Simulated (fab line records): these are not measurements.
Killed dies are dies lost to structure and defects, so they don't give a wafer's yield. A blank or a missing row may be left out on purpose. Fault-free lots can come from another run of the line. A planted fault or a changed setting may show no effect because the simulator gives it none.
The tool behind it: which one? ; flow sky130 ; Sampling: 13 lots, 39 wafers, 4 of 708 route steps

WHAT THE GAUGES READ, wafer by wafer
SKY_LI_CONTACT_CD_MEAS_12: the cd target is 170 nm.
lot;measured;on;cdNm (nm)
L112;day 28 21:25;cdSem-02;169.2 168.3 168.1
L113;day 29 12:32;cdSem-02;171.0 169.9 170.9
L115;day 30 05:36;cdSem-02;168.6 169.1 169.5
L116;day 30 15:02;cdSem-01;169.3 169.2 169.8
L118;day 30 23:44;cdSem-02;169.4 168.9 169.9
L119;day 31 08:52;cdSem-02;170.7 170.3 170.3
L120;day 32 03:47;cdSem-01;170.2 170.5 169.7
L121;day 32 04:20;cdSem-02;172.7 172.4 171.8
L130;day 34 21:35;cdSem-02;171.5 170.0 169.6
L131;day 35 06:02;cdSem-02;169.3 169.3 169.3
L132;day 35 17:21;cdSem-01;168.8 168.8 169.4
L133;day 35 19:17;cdSem-02;172.4 171.5 171.6
L135;day 36 07:28;cdSem-01;169.9 170.0 169.8

SKY_LI_CONTACT_RS_MEAS_22: measurement is done with a four-point probe.
lot;measured;on;LI_CONTACT_W_RS (ohm/sq)
L112;day 28 22:17;filmMetro-03;0.2820 0.2826 0.2844
L113;day 29 13:22;filmMetro-02;0.2859 0.2870 0.2857
L115;day 30 06:26;filmMetro-03;0.2829 0.2854 0.2860
L116;day 30 15:52;filmMetro-02;0.2807 0.2775 0.2833
L118;day 31 00:38;filmMetro-03;0.2838 0.2798 0.2827
L119;day 31 09:50;filmMetro-03;0.2837 0.2821 0.2877
L120;day 32 04:39;filmMetro-01;0.2841 0.2796 0.2834
L121;day 32 05:12;filmMetro-03;0.2894 0.2849 0.2834
L130;day 35 03:04;filmMetro-03;0.2842 0.2842 0.2840
L131;day 35 06:52;filmMetro-03;0.2797 0.2793 0.2804
L132;day 35 18:21;filmMetro-01;0.2837 0.2859 0.2792
L133;day 35 20:17;filmMetro-01;0.2797 0.2821 0.2828
L135;day 36 08:19;filmMetro-03;0.2817 0.2810 0.2801

SKY_LOCAL_INTERCONNECT_THK_MEAS_02: measures by xrf.
lot;measured;on;LOCAL_INTERCONNECT_TIN_THK (nm)
L112;day 28 22:56;filmMetro-04;102.2 103.2 102.2
L113;day 29 14:02;filmMetro-04;101.2 100.6 101.7
L115;day 30 07:05;filmMetro-01;104.1 104.8 104.9
L116;day 30 16:32;filmMetro-04;104.2 103.2 103.4
L118;day 31 01:25;filmMetro-02;103.1 103.7 103.7
L119;day 31 10:29;filmMetro-01;103.5 104.2 103.4
L120;day 32 05:19;filmMetro-02;103.3 103.6 102.7
L121;day 32 05:52;filmMetro-02;104.7 104.2 103.7
L130;day 35 03:44;filmMetro-02;103.7 102.1 102.4
L131;day 35 07:32;filmMetro-02;102.9 102.5 103.4
L132;day 35 18:59;filmMetro-02;102.4 102.2 101.7
L133;day 35 20:56;filmMetro-01;102.1 101.9 103.9
L135;day 36 08:58;filmMetro-04;100.0 101.0 102.4

WHICH TOOL RAN EACH LOT (tool, then ch and the chambers of the sampled wafers, then the start)
lot;SKY_POLY_GATE_ETCH_17
L112;rieSi-02 ch 0,1,3, day 16 03:27
L113;rieSi-01 ch 1,2,3, day 16 14:34
L115;rieSi-01 ch 0,3, day 17 13:41
L116;rieSi-01 ch 1,2,3, day 17 18:21
L118;rieSi-02 ch 1,2, day 18 12:02
L119;rieSi-01 ch 0,1,3, day 18 18:01
L120;rieSi-02 ch 1,3, day 19 15:58
L121;rieSi-02 ch 1,3, day 19 16:11
L130;rieSi-02 ch 0,1, day 22 21:20
L131;rieSi-02 ch 0,2,3, day 23 04:25
L132;rieSi-01 ch 1,2,3, day 23 17:22
L133;rieSi-02 ch 1,2,3, day 23 22:18
L135;rieSi-02 ch 1,2, day 24 13:51
- SKY_POLY_GATE_ETCH_17: etches poly-Si in HBr/Cl2, stops on SiO2, target depth 180 nm, time 70.5 s.

AS READ BY THE TOOLS THEMSELVES (means over the sampled wafers that have a number; for cases with no such wafer, the mark the record gives instead)
SKY_POLY_GATE_ETCH_17.
lot;tool;HBr_flow_sccm (sccm);biasW (W);drypumpMotorCurrentA (A);oesProductAu (a.u.);throttleValvePct (%)
L112;rieSi-02;149.6;100.2;5.4;0.982;33.681
L113;rieSi-01;149.8;99.9;5.8;0.990;33.686
L115;rieSi-01;149.8;99.7;5.6;0.981;33.678
L116;rieSi-01;149.7;100.0;5.7;0.979;33.676
L118;rieSi-02;150.1;100.0;5.3;0.990;33.685
L119;rieSi-01;150.1;100.2;5.7;0.988;33.686
L120;rieSi-02;150.3;99.9;5.5;0.991;33.695
L121;rieSi-02;149.6;99.9;5.4;0.994;33.684
L130;rieSi-02;149.8;100.0;5.3;0.993;33.690
L131;rieSi-02;150.2;99.9;5.4;0.988;33.681
L132;rieSi-01;150.3;100.2;5.8;0.984;33.692
L133;rieSi-02;149.7;99.9;5.3;0.981;33.676
L135;rieSi-02;149.8;100.0;5.2;0.985;33.681

THE ANSWER, worked out from the rows above alone
Rule: what is usual is taken from the lots themselves. Put in order of their means at a reading, lots are off if they are a third of the lots or fewer, leave a main group of 4 or more, and stand apart from it by a gap of 3 or more times the standard deviation of the main group's means; of several such gaps the widest counts. If all means in a main group match to the digits the tables above print for the reading, that group is not used. A lot without any number at a reading at which 4 lots or more have one is off too. All remaining lots with rows at the step are treated as sound. After the gauges, taken in route order, come the tools' own readings; for these a lot's mean is taken, as printed above. The first step at which some lot is off is used, and at that step the reading that is off furthest; a lot without a number counts as furthest.
No lot is off at any reading shown: from this, nothing can be told.

WHAT HAD BEEN PUT IN BY THE SIMULATOR
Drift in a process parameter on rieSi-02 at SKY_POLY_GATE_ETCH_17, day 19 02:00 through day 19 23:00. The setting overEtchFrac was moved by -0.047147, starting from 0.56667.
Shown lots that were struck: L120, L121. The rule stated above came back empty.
